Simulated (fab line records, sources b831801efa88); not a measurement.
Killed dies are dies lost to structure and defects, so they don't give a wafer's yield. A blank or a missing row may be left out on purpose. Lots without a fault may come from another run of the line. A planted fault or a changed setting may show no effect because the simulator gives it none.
fab line records | flow sky130
record lots=5 wafers=15 last_day=50
route steps=708 shown LI_CONTACT@372 LOCAL_INTERCONNECT@387
lots that met no fault: from a run of the same line without faults
start_h: hours from the record's first day to the start of the lot's first wafer shown | wait_h: hours since the lot's step before | " the same as in the row above | L1.1+2: a row that stands for several wafers | - no value, or no start given | * or withheld: withheld | < > ~ a bound
route shown NAME@n: a module of which the file shows steps, and the number in the route of the first | usual: mean/standard deviation of fault-free wafers | same: alike in all rows | chamber/n: place in a boat | sites: the reading at each site | _std_site: their standard deviation | _edge_site: outer sites' mean less inner sites' | radius_mm: how far each site lies from the wafer's centre | mask NAME#n: copy n | behind: the tool/chamber that last shaped the wafer | hold: why the lot was held/for how many hours/how that ended | device: the transistor (n, p or np) that didn't switch | end of line: the same wafers' tests at the end of the route | a step without rows: its recipe alone | killed: dies lost to structure and defects at the first sort, not the wafer's yield | map: a wafer's dies, x killed, . not, _ none there
set.NAME: the setting as run; set.NAME@STEP: as run at that earlier step | model.NAME: the simulator's own value behind a step, which no gauge read
lots at some steps of the route; a table a step, a row a wafer
services: from which hour (start_h, from the record's first day; less than 0 if before it) a tool's chamber was out of use, for how many hours, and why
## steps
# step SKY_LI_CONTACT_PEB_10
# recipe peb_temp_c=withheld peb_time_s=withheld resist=KrF-thick
# columns lot.wafer tool chamber start_h wait_h
L077.2+4+6 litho_track-01 0 - -
L078.1+3+6 litho_track-04 0 - -
L091.1+4+6 litho_track-03 0 - -
L094.1+4+5 litho_track-04 0 - -
L096.2+5+6 litho_track-03 0 - -
# step SKY_LI_CONTACT_DEVELOP_11
# recipe develop_time_s=60 resist=KrF-thick dev_temp_c=21
# columns lot.wafer tool chamber start_h wait_h
L077.2+4+6 litho_track-01 0 - -
L078.1+3+6 litho_track-04 0 - -
L091.1+4+6 litho_track-03 0 - -
L094.1+4+5 litho_track-04 0 - -
L096.2+5+6 litho_track-03 0 - -
# step SKY_LI_CONTACT_CD_MEAS_12
# recipe target_cd_nm=170
# usual cd_nm=170.0/1.5
# columns lot.wafer tool chamber start_h wait_h cd_nm
L077.2 cd_sem-01 - 704.11 - 170.0
L077.4 " - " " 167.7
L077.6 " - " " 166.5
L078.1 cd_sem-02 - 708.61 - 170.1
L078.3 " - " " 171.4
L078.6 " - " " 171.9
L091.1 cd_sem-01 - 812.56 - 172.1
L091.4 " - " " 172.1
L091.6 " - " " 171.6
L094.1 cd_sem-01 - 840.91 - 170.5
L094.4 " - " " 167.8
L094.5 " - " " 168.4
L096.2 cd_sem-01 - 846.53 - 169.2
L096.5 " - " " 170.0
L096.6 " - " " 168.7
# step SKY_LI_CONTACT_OVL_MEAS_13
# usual LI_CONTACT_OVL=-2/6
# columns lot.wafer tool chamber start_h wait_h LI_CONTACT_OVL[nm]
L077.2 overlay-02 - 704.21 0.1 5
L077.4 " - " " 7
L077.6 " - " " 6
L078.1 overlay-01 - 708.73 0.1 8
L078.3 " - " " 3
L078.6 " - " " 7
L091.1 overlay-02 - 812.68 0.1 -1
L091.4 " - " " 3
L091.6 " - " " -9
L094.1 overlay-02 - 841.03 0.1 7
L094.4 " - " " -13
L094.5 " - " " 0
L096.2 overlay-02 - 846.64 0.1 10
L096.5 " - " " 7
L096.6 " - " " 11
# step SKY_LI_CONTACT_ETCH_14
# recipe chemistry=N2/H2 target=BARC ion_energy_ev=200 source_w=500 bias_w=100 pressure_mtorr=30 n2_flow_sccm=100 h2_flow_sccm=200 stop_on=SiO2 time_s=45.9 target_depth_a=600
# usual drypump_motor_current_A=5.6/0.48 n2_flow_sccm=100.00/0.3 oes_product_au=0.855/0.005 throttle_valve_pct=13.225/0.01
# columns lot.wafer tool chamber start_h wait_h drypump_motor_current_A n2_flow_sccm oes_product_au rf_hours_counter_h throttle_valve_pct
L077.2 rie_diel-01 3 704.24 0.0 5.7 99.98 0.858 28 13.220
L077.4 " 2 " " 5.3 99.94 0.850 6 13.229
L077.6 " 2 " " 5.3 100.06 0.861 - 13.230
L078.1 rie_diel-03 0 708.76 0.0 6.2 99.92 0.852 54 13.217
L078.3 " 1 " " 4.8 100.08 0.856 15 13.236
L078.6 " 1 " " 4.8 99.75 0.858 - 13.236
L091.1 rie_diel-03 0 812.72 0.0 6.3 99.80 0.860 2 13.229
L091.4 " 1 " " 4.8 100.06 0.860 18 13.214
L091.6 " 1 " " 4.8 100.27 0.851 - 13.220
L094.1 rie_diel-03 0 841.07 0.0 6.2 100.54 0.851 3 13.218
L094.4 " 2 " " 6.1 99.93 0.853 8 13.221
L094.5 " 3 " " 5.4 100.00 0.850 - 13.231
L096.2 rie_diel-02 2 846.67 0.0 5.6 99.43 0.865 21 13.211
L096.5 " 0 " " 5.9 100.07 0.853 - 13.220
L096.6 " 3 " " 5.0 100.07 0.854 - 13.214
# step SKY_LI_CONTACT_ETCH_15
# recipe target=PSG chemistry=C4F8/O2/Ar stop_on=Si taper_deg=4.15 mask_material=KrF-thick source_w=1500 bias_w=1200 pressure_mtorr=40 c4f8_flow_sccm=withheld O2_flow_sccm=6 Ar_flow_sccm=300 time_s=withheld target_depth_a=6000
# usual oes_product_au=0.837/0.0047
# columns lot.wafer tool chamber start_h wait_h oes_product_au
L077.2 rie_diel-01 3 704.29 0.0 0.836
L077.4 " 2 " " 0.845
L077.6 " 2 " " 0.837
L078.1 rie_diel-03 0 708.81 0.0 0.835
L078.3 " 1 " " 0.836
L078.6 " 1 " " 0.838
L091.1 rie_diel-03 0 812.76 0.0 0.845
L091.4 " 1 " " 0.841
L091.6 " 1 " " 0.841
L094.1 rie_diel-03 0 841.11 0.0 0.832
L094.4 " 2 " " 0.835
L094.5 " 3 " " 0.837
L096.2 rie_diel-02 2 846.71 0.0 0.834
L096.5 " 0 " " 0.831
L096.6 " 3 " " 0.837
# step SKY_LI_CONTACT_STRIP_16
# recipe chemistry=O2/N2 power_w=1400 pressure_mtorr=1500 platen_temp_c=withheld o2_flow_sccm=3000 n2_flow_sccm=300 overash_fraction=0.5
# usual drypump_motor_current_A=5.6/0.58 n2_flow_sccm=300.0/0.89 oes_product_au=0.375/0.0043 strip_time_to_endpoint_s=3.50/0.034
# columns lot.wafer tool chamber start_h wait_h drypump_motor_current_A n2_flow_sccm oes_product_au rf_hours_counter_h strip_time_to_endpoint_s
L077.2 plasma_asher-02 1 704.37 - 6.4 298.7 0.377 103 3.54
L077.4 " 1 " " 6.4 298.6 0.374 - 3.44
L077.6 " 0 " " 5.8 299.7 0.377 - 3.47
L078.1 plasma_asher-02 1 708.89 - 6.4 300.7 0.379 104 3.51
L078.3 " 0 " " 5.8 299.4 0.371 - 3.50
L078.6 " 0 " " 5.8 299.7 0.372 - 3.52
L091.1 plasma_asher-02 0 812.85 - 5.8 300.0 0.365 7 3.46
L091.4 " 1 " " 6.4 298.7 0.375 - 3.50
L091.6 " 0 " " 5.8 299.8 0.386 - 3.53
L094.1 plasma_asher-01 1 841.19 - 5.0 301.2 0.378 32 3.49
L094.4 " 1 " " 5.0 301.4 0.377 - 3.45
L094.5 " 1 " " 5.0 301.3 0.377 - 3.50
L096.2 plasma_asher-03 0 846.80 - 6.0 299.4 0.369 106 3.42
L096.5 " 1 " " 6.1 300.3 0.370 - 3.46
L096.6 " 0 " " 6.0 299.5 0.378 - 3.46
# step SKY_LI_CONTACT_CLEAN_17
# recipe chemistry=NMP time_s=600 temp_c=60 dry=n2_spin
# columns lot.wafer tool chamber start_h wait_h
L077.2+4+6 wet_bench-01 2 704.47 0.1
L078.1+3+6 wet_bench-01 1 708.99 0.1
L091.1+4+6 wet_bench-04 0 812.95 0.1
L094.1+4+5 wet_bench-01 0 841.29 0.1
L096.2+5+6 wet_bench-02 2 846.90 0.1
# step SKY_LI_CONTACT_PRE_CLEAN_18
# recipe gas=Ar time_s=5.6 bias_v=358
# columns lot.wafer tool chamber start_h wait_h
L077.2+4+6 pvd_sputter-02 - 704.66 0.0
L078.1+3+6 pvd_sputter-03 - 709.18 0.0
L091.1+4+6 pvd_sputter-03 - 813.12 0.0
L094.1+4+5 pvd_sputter-03 - 841.47 0.0
L096.2+5+6 pvd_sputter-03 - 847.25 0.0
# step SKY_LI_CONTACT_SPUTTER_19
# recipe material=Ti target_thk_nm=20 chamber_pressure_pa=4.885 power_w=2500 substrate_temp_c=200 time_s=106.37
# usual throttle_valve_pct=30.3/0.69
# columns lot.wafer tool chamber start_h wait_h throttle_valve_pct
L077.2 pvd_sputter-02 - 704.68 0.0 30.2
L077.4 " - " " 30.3
L077.6 " - " " 30.4
L078.1 pvd_sputter-03 - 709.20 0.0 30.2
L078.3 " - " " 30.5
L078.6 " - " " 30.6
L091.1 pvd_sputter-03 - 813.14 0.0 31.6
L091.4 " - " " 30.5
L091.6 " - " " 30.3
L094.1 pvd_sputter-03 - 841.49 0.0 31.2
L094.4 " - " " 30.4
L094.5 " - " " 31.4
L096.2 pvd_sputter-03 - 847.27 0.0 30.3
L096.5 " - " " 31.1
L096.6 " - " " 30.1
# step SKY_LI_CONTACT_SPUTTER_20
# recipe material=TiN target_thk_nm=20 chamber_pressure_pa=5 power_w=4000 time_s=80
# usual throttle_valve_pct=30.3/0.72
# columns lot.wafer tool chamber start_h wait_h throttle_valve_pct
L077.2 pvd_sputter-02 - 704.76 0.0 29.9
L077.4 " - " " 30.2
L077.6 " - " " 30.1
L078.1 pvd_sputter-03 - 709.28 0.0 30.3
L078.3 " - " " 30.3
L078.6 " - " " 30.5
L091.1 pvd_sputter-03 - 813.22 0.0 31.3
L091.4 " - " " 30.1
L091.6 " - " " 30.3
L094.1 pvd_sputter-03 - 841.56 0.0 31.2
L094.4 " - " " 30.2
L094.5 " - " " 31.4
L096.2 pvd_sputter-03 - 847.34 0.0 30.2
L096.5 " - " " 31.6
L096.6 " - " " 30.1
# step SKY_LI_CONTACT_CVD_21
# recipe material=W target_thk_nm=400 time_s=120.56 temp_c=400 pressure_torr=40
# usual heater_power_w=827/31
# columns lot.wafer tool chamber start_h wait_h heater_power_w
L077.2 cvd_w-01 0 704.82 0.0 896
L077.4 " 1 " " 822
L077.6 " 1 " " 847
L078.1 cvd_w-01 1 709.34 0.0 811
L078.3 " 0 " " 882
L078.6 " 0 " " 891
L091.1 cvd_w-01 0 813.28 0.0 868
L091.4 " 1 " " 814
L091.6 " 0 " " 876
L094.1 cvd_w-02 1 841.62 0.0 790
L094.4 " 1 " " 769
L094.5 " 0 " " 809
L096.2 cvd_w-02 0 847.40 0.0 808
L096.5 " 1 " " 792
L096.6 " 0 " " 811
# step SKY_LI_CONTACT_RS_MEAS_22
# recipe thk_meas_gauge=four-point-probe reads=W_of_LI_CONTACT_CVD_21+TiN_of_LI_CONTACT_SPUTTER_20+Ti_of_LI_CONTACT_SPUTTER_19
# usual LI_CONTACT_W_RS=0.284/0.0036
# columns lot.wafer tool chamber start_h wait_h LI_CONTACT_W_RS[ohm/sq]
L077.2 film_metro-02 - 704.96 0.1 0.282
L077.4 " - " " 0.286
L077.6 " - " " 0.289
L078.1 film_metro-04 - 709.47 0.1 0.282
L078.3 " - " " 0.282
L078.6 " - " " 0.280
L091.1 film_metro-04 - 813.40 0.1 0.277
L091.4 " - " " 0.288
L091.6 " - " " 0.279
L094.1 film_metro-04 - 841.75 0.1 0.279
L094.4 " - " " 0.279
L094.5 " - " " 0.280
L096.2 film_metro-04 - 847.55 0.1 0.284
L096.5 " - " " 0.279
L096.6 " - " " 0.283
# step SKY_LI_CONTACT_THK_MEAS_23
# recipe thk_meas_gauge=xrf reads=W_of_LI_CONTACT_CVD_21
# usual LI_CONTACT_W_THK=413/5.8
# columns lot.wafer tool chamber start_h wait_h LI_CONTACT_W_THK[nm]
L077.2 film_metro-02 - 705.07 0.1 413
L077.4 " - " " 403
L077.6 " - " " 402
L078.1 film_metro-04 - 709.59 0.1 419
L078.3 " - " " 417
L078.6 " - " " 419
L091.1 film_metro-04 - 813.52 0.1 421
L091.4 " - " " 406
L091.6 " - " " 418
L094.1 film_metro-04 - 841.87 0.1 418
L094.4 " - " " 421
L094.5 " - " " 420
L096.2 film_metro-04 - 847.66 0.1 412
L096.5 " - " " 419
L096.6 " - " " 415
# step SKY_LI_CONTACT_CMP_24
# recipe stop_on=PSG t_overpolish_s=20 down_force_psi=3.5 platen_rpm=60 target_thk_nm=0 pad_velocity_m_s=0.94248
# usual edge_zone_pressure_frac=1.000/0.0053 motor_current_A=10.6/1.1 overpolish_run_s=20.000/0.0099 slurry_filter_dp_kPa=13.51/0.13 time_to_endpoint_s=96/3.5
# columns lot.wafer tool chamber start_h wait_h edge_zone_pressure_frac motor_current_A overpolish_run_s slurry_filter_dp_kPa time_to_endpoint_s
L077.4 cmp-02 2 705.17 0.1 0.991 9.1 19.996 13.53 99
L077.2 " 0 " " 1.003 10.1 19.996 13.50 98
L077.6 " 2 " " 1.000 9.5 20.009 13.52 96
L078.1 cmp-01 1 709.70 0.1 1.002 13.2 19.993 13.47 98
L078.3 " 3 " " 1.002 12.7 19.993 13.50 96
L078.6 " 0 " " 0.995 9.7 20.012 13.68 97
L091.4 cmp-02 3 813.68 0.1 0.991 11.3 20.020 13.53 95
L091.1 " 0 " " 0.992 10.5 20.009 13.74 104
L091.6 " 1 " " 1.005 10.5 20.002 13.28 98
L094.1 cmp-01 0 841.98 0.1 0.992 9.9 19.997 13.29 98
L094.4 " 2 " " 0.996 9.6 20.005 13.40 92
L094.5 " 0 " " 0.991 10.1 20.005 13.72 97
L096.2 cmp-01 3 847.86 0.2 1.002 12.2 19.989 13.50 93
L096.6 " 0 " " 1.008 9.4 20.005 13.49 94
L096.5 " 1 " " 0.993 13.3 20.006 13.37 93
# step SKY_LOCAL_INTERCONNECT_SPUTTER_00
# recipe material=TiN target_thk_nm=100 temp_c=300 power_w=6500 time_s=79.57 chamber_pressure_pa=0.4
# usual throttle_valve_pct=30.3/0.85
# columns lot.wafer tool chamber start_h wait_h throttle_valve_pct
L077.2 pvd_sputter-03 - 705.42 0.1 31.4
L077.4 " - " " 29.7
L077.6 " - " " 30.0
L078.1 pvd_sputter-01 - 709.95 0.2 30.5
L078.3 " - " " 28.2
L078.6 " - " " 31.6
L091.1 pvd_sputter-01 - 813.88 0.1 29.3
L091.4 " - " " 28.4
L091.6 " - " " 29.9
L094.1 pvd_sputter-04 - 842.23 0.2 30.7
L094.4 " - " " 31.5
L094.5 " - " " 31.4
L096.2 pvd_sputter-01 - 848.01 0.1 31.5
L096.5 " - " " 29.1
L096.6 " - " " 31.5
# step SKY_LOCAL_INTERCONNECT_RS_MEAS_01
# recipe thk_meas_gauge=four-point-probe reads=TiN_of_LOCAL_INTERCONNECT_SPUTTER_00
# usual LOCAL_INTERCONNECT_TIN_RS=14.80/0.17
# columns lot.wafer tool chamber start_h wait_h LOCAL_INTERCONNECT_TIN_RS[ohm/sq]
L077.2 film_metro-02 - 705.51 0.1 14.59
L077.4 " - " " 14.68
L077.6 " - " " 14.67
L078.1 film_metro-02 - 710.01 0.0 14.76
L078.3 " - " " 14.64
L078.6 " - " " 14.75
L091.1 film_metro-03 - 813.95 0.0 15.05
L091.4 " - " " 15.00
L091.6 " - " " 14.90
L094.1 film_metro-04 - 842.29 0.0 14.72
L094.4 " - " " 14.69
L094.5 " - " " 14.72
L096.2 film_metro-03 - 848.09 0.1 14.84
L096.5 " - " " 14.94
L096.6 " - " " 14.94
# step SKY_LOCAL_INTERCONNECT_THK_MEAS_02
# recipe thk_meas_gauge=xrf reads=TiN_of_LOCAL_INTERCONNECT_SPUTTER_00
# usual LOCAL_INTERCONNECT_TIN_THK=97.4/0.97
# columns lot.wafer tool chamber start_h wait_h LOCAL_INTERCONNECT_TIN_THK[nm]
L077.2 film_metro-02 - 705.62 0.1 98.7
L077.4 " - " " 98.1
L077.6 " - " " 97.7
L078.1 film_metro-02 - 710.13 0.1 97.6
L078.3 " - " " 98.5
L078.6 " - " " 98.2
L091.1 film_metro-03 - 814.07 0.1 96.0
L091.4 " - " " 96.8
L091.6 " - " " 97.0
L094.1 film_metro-04 - 842.41 0.1 97.7
L094.4 " - " " 98.2
L094.5 " - " " 98.2
L096.2 film_metro-03 - 848.20 0.1 97.3
L096.5 " - " " 96.6
L096.6 " - " " 96.2
# step SKY_LOCAL_INTERCONNECT_DEHYDRATE_03
# recipe temp_c=200 time_s=60
# columns lot.wafer tool chamber start_h wait_h
L077.2+4+6 litho_track-03 0 718.19 12.6
L078.1+3+6 litho_track-03 0 723.96 13.8
L091.1+4+6 litho_track-02 0 826.31 12.2
L094.1+4+5 litho_track-02 0 854.46 12.0
L096.2+5+6 litho_track-03 0 859.39 11.2
# step SKY_LOCAL_INTERCONNECT_HMDS_04
# recipe prime_time_s=60 prime_temp_c=120
# columns lot.wafer tool chamber start_h wait_h
L077.2+4+6 litho_track-03 0 718.34 0.1
L078.1+3+6 litho_track-03 0 724.11 0.1
L091.1+4+6 litho_track-02 0 826.46 0.1
L094.1+4+5 litho_track-02 0 854.61 0.1
L096.2+5+6 litho_track-03 0 859.54 0.1
# step SKY_LOCAL_INTERCONNECT_COAT_05
# recipe resist=BARC temp_c=withheld time_s=withheld spin_rpm=3000 resist_thk_nm=60
# columns lot.wafer tool chamber start_h wait_h
L077.2+4+6 litho_track-03 0 718.49 0.1
L078.1+3+6 litho_track-03 0 724.26 0.1
L091.1+4+6 litho_track-02 0 826.61 0.1
L094.1+4+5 litho_track-02 0 854.76 0.1
L096.2+5+6 litho_track-03 0 859.69 0.1
# step SKY_LOCAL_INTERCONNECT_COAT_06
# recipe resist=KrF-thick spin_rpm=3000 resist_thk_nm=450
# columns lot.wafer tool chamber start_h wait_h
L077.2+4+6 litho_track-03 0 - -
L078.1+3+6 litho_track-03 0 - -
L091.1+4+6 litho_track-02 0 - -
L094.1+4+5 litho_track-02 0 - -
L096.2+5+6 litho_track-03 0 - -
## services
# columns tool chamber start_h hours kind
rie_diel-02 3 681.17 4.6 repair
pvd_sputter-01 - 694.46 8.7 repair
cmp-02 - 696.44 7.1 pm
rie_diel-03 3 707.58 2.6 repair
rie_diel-01 2 708.40 2.8 repair
rie_diel-02 3 711.01 4.6 repair
rie_diel-02 1 718.12 8.8 repair
rie_diel-01 2 719.68 3.7 repair
cvd_w-02 - 721.90 6.9 pm
rie_diel-03 0 730.06 8.3 repair
plasma_asher-02 - 733.75 9.0 pm
pvd_sputter-01 - 737.42 0.8 repair
cmp-01 - 737.72 2.1 repair
cmp-02 - 744.26 4.0 pm
plasma_asher-02 - 746.44 0.7 repair
cmp-02 - 764.95 0.5 repair
rie_diel-03 1 776.83 6.7 repair
cmp-01 - 788.44 1.6 repair
cvd_w-01 0 789.10 16.0 repair
plasma_asher-02 - 810.31 1.3 repair
pvd_sputter-01 - 840.20 2.1 repair
pvd_sputter-02 - 840.35 2.9 repair
cvd_w-01 - 853.42 2.8 pm
rie_diel-03 - 857.40 9.0 repair
## key
fault none
